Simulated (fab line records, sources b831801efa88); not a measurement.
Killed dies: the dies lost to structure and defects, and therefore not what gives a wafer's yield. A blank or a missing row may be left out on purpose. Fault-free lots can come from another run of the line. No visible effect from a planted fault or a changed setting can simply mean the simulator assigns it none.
Struck lot and sound lot, side by side -- flow sky130 -- 16 out of 708 route steps
Sound: wafers L398.1, L398.2, L398.6. Struck: wafers L386.2, L386.5, L386.6. The cause comes at the end.
For every step that has rows: the tool of each side, followed by ch and its chambers, followed by its first start. Under that, the readings that differ: sound wafers -- struck wafers -- difference of the means -- sigmas: that difference in standard deviations of wafers without a fault.
alike: words and numbers the same on both sides, and readings whose means are apart by under 2 such deviations; not compared: readings that were withheld, readings missing a value for some wafer, numbers with overlapping values and no deviation given by the record, and bounds like >300 which may hide the same value.
The two part at a step that has a row with sigmas, a row that says differs or no value, or rows on one side only. Numbers that don't overlap but have no deviation are shown without sigmas and don't part them. Lack of a reading on every wafer of one side parts them only where that side has two or more wafers.

SKY_METAL1_THK_MEAS_06: measures by xrf.
  struck on filmMetro-01, day 33 17:41; sound on filmMetro-02, day 37 13:15
  alike: METAL1_ALCU_THK
then, 8 steps without rows for these wafers: SKY_METAL1_DEHYDRATE_07 (time 60 s); SKY_METAL1_HMDS_08 (prime time 60 s); SKY_METAL1_COAT_09 (resist thk 60 nm); SKY_METAL1_COAT_10 (resist thk 450 nm); SKY_METAL1_SOFTBAKE_11 (time 90 s); SKY_METAL1_EXPOSE_12 (exposes mask MM1, target cd 140 nm); SKY_METAL1_PEB_13; SKY_METAL1_DEVELOP_14 (develop time 60 s).
SKY_METAL1_CD_MEAS_15: target cd 140 nm.
  struck on cdSem-02, day 34 20:48; sound on cdSem-01, day 38 14:59
  alike: cdNm
SKY_METAL1_OVL_MEAS_16:
  struck on overlay-02, day 34 20:55; sound on overlay-01, day 38 15:06
  alike: METAL1_OVL
SKY_METAL1_DESCUM_17: chemistry O2, time 8 s.
  sound on rieMetal-04 ch 0,1, day 38 15:08; struck on rieMetal-01 ch 0,1, day 34 20:56
  alike: drypumpMotorCurrentA, oesProductAu
  not compared: rfHoursCounterH
SKY_METAL1_ETCH_18: etches BARC in N2/H2, stops on SiO2, time 45.9 s, target depth 60 nm.
  sound on rieMetal-04 ch 0,1, day 38 15:10; struck on rieMetal-01 ch 0,1, day 34 20:58
  no value came back on the struck wafers for any of 5 readings (biasW (W), chamberPressureMTorr (mTorr) and others); on the sound wafers biasW (W) reads 100.3 100.0 99.9
reading,sound,struck,difference,sigmas
model.KrF-thick_of_METAL1_COAT_10.thkNm (nm),393.5 393.8 392.7,435.8 433.8 435,+41.5,
  not compared: rfHoursCounterH
SKY_METAL1_METAL_ETCH_19: etches the open film in Cl2/BCl3, stops on SiO2, target depth 360 nm, time 78 s.
  sound on rieMetal-04 ch 0,1, day 38 15:14; struck on rieMetal-01 ch 0,1, day 34 21:02
reading,sound,struck,difference,sigmas
oesProductAu (a.u.),0.861 0.862 0.863,0.371 0.382 0.376,-0.486,-77
model.KrF-thick_of_METAL1_COAT_10.thkNm (nm),156.2 159.4 159.1,201.4 200 201.4,+42.7,
  alike: bcl3FlowSccm, biasW, drypumpMotorCurrentA, throttleValvePct
  not compared: rfHoursCounterH
SKY_METAL1_STRIP_20: strips in O2/N2.
  sound on plasmaAsher-03 ch 0,1, day 38 15:19; struck on plasmaAsher-04 ch 0,1, day 34 21:07
reading,sound,struck,difference,sigmas
drypumpMotorCurrentA (A),5.5 5.7 5.5,6.5 6.2 6.5,+0.8,+2
oesProductAu (a.u.),0.338 0.339 0.340,0.365 0.363 0.365,+0.025,+5
stripTimeToEndpointS (s),2.66 2.71 2.71,3.17 3.14 3.16,+0.46,+8
  not compared: rfHoursCounterH
then, 1 step without rows for these wafers: SKY_METAL1_STRIP_21 (strips in post etch residue remover, time 1200 s).

## WHERE THEY PART
Earliest at SKY_METAL1_ETCH_18; latest, in this record, at SKY_METAL1_STRIP_20.

WHY: what the simulator had put in
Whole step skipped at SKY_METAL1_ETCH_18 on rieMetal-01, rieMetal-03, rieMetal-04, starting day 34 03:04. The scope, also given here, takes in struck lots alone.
